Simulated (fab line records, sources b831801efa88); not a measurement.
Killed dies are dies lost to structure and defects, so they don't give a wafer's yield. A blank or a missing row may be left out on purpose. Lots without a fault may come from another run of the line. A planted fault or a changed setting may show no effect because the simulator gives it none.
Which tool did it? | flow gf180mcu | 24 lots, 72 wafers sampled, at 3 steps of a route of 602

WHAT THE GAUGES READ, wafer by wafer
GF_V2_THK_MEAS_01. Usual: V2_CVD_00_THK 599 nm, standard deviation 6.8.
lot  | measured     | on            | V2_CVD_00_THK (nm) | flag
L074 | day 19 16:42 | film_metro-02 | 609 598 601        |
L075 | day 19 22:41 | film_metro-02 | 594 594 586        |
L076 | day 20 05:02 | film_metro-02 | 598 595 597        |
L077 | day 21 00:51 | film_metro-01 | 602 596 601        |
L078 | day 21 12:14 | film_metro-01 | 609 607 603        |
L079 | day 21 23:31 | film_metro-01 | 605 599 605        |
L080 | day 22 07:58 | film_metro-01 | 601 591 598        |
L081 | day 22 20:11 | film_metro-02 | 596 598 598        |
L082 | day 22 20:25 | film_metro-03 | 603 604 616        |
L083 | day 23 02:54 | film_metro-01 | 614 609 610        |
L084 | day 24 02:42 | film_metro-02 | 604 589 602        |
L085 | day 24 02:48 | film_metro-01 | 601 605 602        |
L086 | day 24 06:54 | film_metro-01 | 592 593 595        |
L087 | day 24 12:26 | film_metro-01 | 596 593 592        |
L088 | day 24 23:07 | film_metro-03 | 601 607 597        |
L089 | day 25 06:50 | film_metro-02 | 606 587 605        |
L090 | day 26 00:39 | film_metro-03 | 587 581 587        |
L091 | day 26 01:35 | film_metro-03 | 601 581 603        |
L092 | day 26 04:53 | film_metro-03 | 601 594 603        |
L093 | day 26 09:31 | film_metro-03 | 596 593 598        |
L094 | day 26 21:44 | film_metro-01 | 596 601 603        |
L095 | day 27 03:17 | film_metro-02 | 594 593 602        |
L096 | day 27 22:15 | film_metro-02 | 589 593 592        |
L097 | day 27 23:26 | film_metro-03 | 613 609 606        |

WHICH TOOL RAN EACH LOT (tool, then ch and the chambers of the sampled wafers, then the start)
lot  | GF_M2_SPUTTER_03             | GF_M2_METAL_ETCH_16
L074 | pvd_sputter-04, day 18 15:28 | rie_metal-02 ch 0,1, day 19 15:52
L075 | pvd_sputter-04, day 18 22:24 | rie_metal-03 ch 0,1, day 19 21:58
L076 | pvd_sputter-04, day 19 03:47 | rie_metal-03 ch 0,1, day 20 04:17
L077 | pvd_sputter-03, day 19 23:56 | rie_metal-03 ch 0,1, day 21 00:02
L078 | pvd_sputter-02, day 20 10:45 | rie_metal-04 ch 1, day 21 11:22
L079 | pvd_sputter-03, day 20 22:38 | rie_metal-03 ch 0,1, day 21 22:46
L080 | pvd_sputter-04, day 21 07:28 | rie_metal-04 ch 1, day 22 07:11
L081 | pvd_sputter-02, day 21 20:08 | rie_metal-02 ch 0,1, day 22 19:26
L082 | pvd_sputter-03, day 21 20:20 | rie_metal-04 ch 1, day 22 19:40
L083 | pvd_sputter-04, day 22 02:04 | rie_metal-03 ch 0,1, day 23 02:06
L084 | pvd_sputter-02, day 22 18:47 | rie_metal-04 ch 0, day 23 18:06
L085 | pvd_sputter-03, day 22 23:28 | rie_metal-04 ch 0, day 23 21:59
L086 | pvd_sputter-04, day 23 08:19 | rie_metal-04 ch 0,1, day 24 06:11
L087 | pvd_sputter-04, day 23 15:21 | rie_metal-04 ch 0,1, day 24 11:43
L088 | pvd_sputter-02, day 24 00:48 | rie_metal-03 ch 0, day 24 22:18
L089 | pvd_sputter-02, day 24 07:03 | rie_metal-02 ch 0, day 25 06:01
L090 | pvd_sputter-04, day 25 02:53 | rie_metal-04 ch 0,1, day 25 23:57
L091 | pvd_sputter-02, day 25 03:47 | rie_metal-03 ch 1, day 26 00:52
L092 | pvd_sputter-04, day 25 07:05 | rie_metal-04 ch 1, day 26 04:10
L093 | pvd_sputter-02, day 25 12:04 | rie_metal-03 ch 0,1, day 26 08:46
L094 | pvd_sputter-04, day 25 23:53 | rie_metal-04 ch 0,1, day 26 21:02
L095 | pvd_sputter-04, day 26 05:20 | rie_metal-03 ch 1, day 27 02:34
L096 | pvd_sputter-03, day 27 00:39 | rie_metal-04 ch 0,1, day 27 21:32
L097 | pvd_sputter-02, day 27 02:11 | rie_metal-02 ch 0,1, day 27 22:43
- GF_M2_SPUTTER_03: material Ti, target thk 10 nm, time 6.7 s.
- GF_M2_METAL_ETCH_16: etches the open film in Cl2/BCl3, stops on SiO2, target depth 627.5 nm, time 104.6 s.

WHAT THE TOOLS THEMSELVES READ (means of the sampled wafers that have a number; where no wafer has one, the mark that the record gives instead)
GF_M2_SPUTTER_03. Usual: cathode_dc_power_W 3000.0 W, standard deviation 0.58; substrate_temp_c 300.01 C, standard deviation 0.19; throttle_valve_pct 30.4 %, standard deviation 1.2.
lot  | tool           | cathode_dc_power_W (W) | substrate_temp_c (C) | throttle_valve_pct (%) | flag
L074 | pvd_sputter-04 | 2999.7                 | 300.13               | 31.9                   |
L075 | pvd_sputter-04 | 3000.1                 | 300.04               | 31.4                   |
L076 | pvd_sputter-04 | 3000.3                 | 299.93               | 30.6                   |
L077 | pvd_sputter-03 | 2999.9                 | 299.93               | 30.5                   |
L078 | pvd_sputter-02 | 3000.6                 | 299.82               | 29.6                   |
L079 | pvd_sputter-03 | 2999.9                 | 300.19               | 30.9                   |
L080 | pvd_sputter-04 | 3000.0                 | 299.85               | 31.1                   |
L081 | pvd_sputter-02 | 3000.2                 | 299.98               | 29.9                   |
L082 | pvd_sputter-03 | 3000.1                 | 299.97               | 30.6                   |
L083 | pvd_sputter-04 | 3000.0                 | 300.14               | 31.5                   |
L084 | pvd_sputter-02 | 3000.0                 | 300.12               | 29.9                   |
L085 | pvd_sputter-03 | 2999.8                 | 300.03               | 30.9                   |
L086 | pvd_sputter-04 | 3000.2                 | 299.79               | 31.5                   |
L087 | pvd_sputter-04 | 3000.2                 | 299.96               | 30.2                   |
L088 | pvd_sputter-02 | 3000.1                 | 300.20               | 29.0                   |
L089 | pvd_sputter-02 | 3000.2                 | 300.16               | 29.4                   |
L090 | pvd_sputter-04 | 2999.9                 | 299.99               | 30.7                   |
L091 | pvd_sputter-02 | 3000.0                 | 299.91               | 29.5                   |
L092 | pvd_sputter-04 | 3000.7                 | 299.94               | 30.1                   |
L093 | pvd_sputter-02 | 3000.1                 | 299.99               | 29.4                   |
L094 | pvd_sputter-04 | 3000.0                 | 299.98               | 30.6                   |
L095 | pvd_sputter-04 | 3000.0                 | 300.04               | 30.2                   |
L096 | pvd_sputter-03 | 3000.1                 | 300.17               | 30.9                   |
L097 | pvd_sputter-02 | 3000.1                 | 300.00               | 30.0                   |

GF_M2_METAL_ETCH_16. Usual: drypump_motor_current_A 5.7 A, standard deviation 0.6; oes_product_au 0.974 a.u., standard deviation 0.0058; throttle_valve_pct 28.247 %, standard deviation 0.01.
lot  | tool         | drypump_motor_current_A (A) | oes_product_au (a.u.) | throttle_valve_pct (%) | flag
L074 | rie_metal-02 | 6.2                         | 0.980                 | 28.240                 |
L075 | rie_metal-03 | 5.2                         | 0.973                 | 28.257                 |
L076 | rie_metal-03 | 5.2                         | 0.979                 | 28.249                 |
L077 | rie_metal-03 | 5.2                         | 0.970                 | 28.250                 |
L078 | rie_metal-04 | 5.2                         | 0.973                 | 28.247                 |
L079 | rie_metal-03 | 5.2                         | 0.977                 | 28.260                 |
L080 | rie_metal-04 | 5.2                         | 0.976                 | 28.242                 |
L081 | rie_metal-02 | 5.8                         | 0.977                 | 28.243                 |
L082 | rie_metal-04 | 5.2                         | 0.971                 | 28.247                 |
L083 | rie_metal-03 | 5.6                         | 0.973                 | 28.243                 |
L084 | rie_metal-04 | 6.3                         | 0.973                 | 28.240                 |
L085 | rie_metal-04 | 6.3                         | 0.975                 | 28.253                 |
L086 | rie_metal-04 | 5.9                         | 0.975                 | 28.244                 |
L087 | rie_metal-04 | 5.9                         | 0.975                 | 28.244                 |
L088 | rie_metal-03 | 6.0                         | 0.963                 | 28.256                 |
L089 | rie_metal-02 | 5.4                         | 0.969                 | 28.248                 |
L090 | rie_metal-04 | 5.6                         | 0.978                 | 28.243                 |
L091 | rie_metal-03 | 4.8                         | 0.982                 | 28.244                 |
L092 | rie_metal-04 | 5.2                         | 0.979                 | 28.238                 |
L093 | rie_metal-03 | 5.6                         | 0.968                 | 28.244                 |
L094 | rie_metal-04 | 5.9                         | 0.974                 | 28.236                 |
L095 | rie_metal-03 | 4.8                         | 0.979                 | 28.229                 |
L096 | rie_metal-04 | 5.9                         | 0.975                 | 28.257                 |
L097 | rie_metal-02 | 5.8                         | 0.970                 | 28.254                 |

THE ANSWER, worked out from the rows above alone
Rule: a lot is off if the mean of its wafers that have a number lies more than 3 standard deviations from the usual mean. A lot without any number at a reading at which 4 lots or more have one is off too. The other lots that the step has rows for count as sound. The gauges are gone through in route order, then the tools' own readings, and for those a lot's mean is taken as printed above. The first step at which some lot is off is used, and at that step the reading that is off furthest; a lot without a number counts as furthest.
No lot is off at any reading shown: from this, nothing can be told.

WHAT THE SIMULATOR HAD PUT IN
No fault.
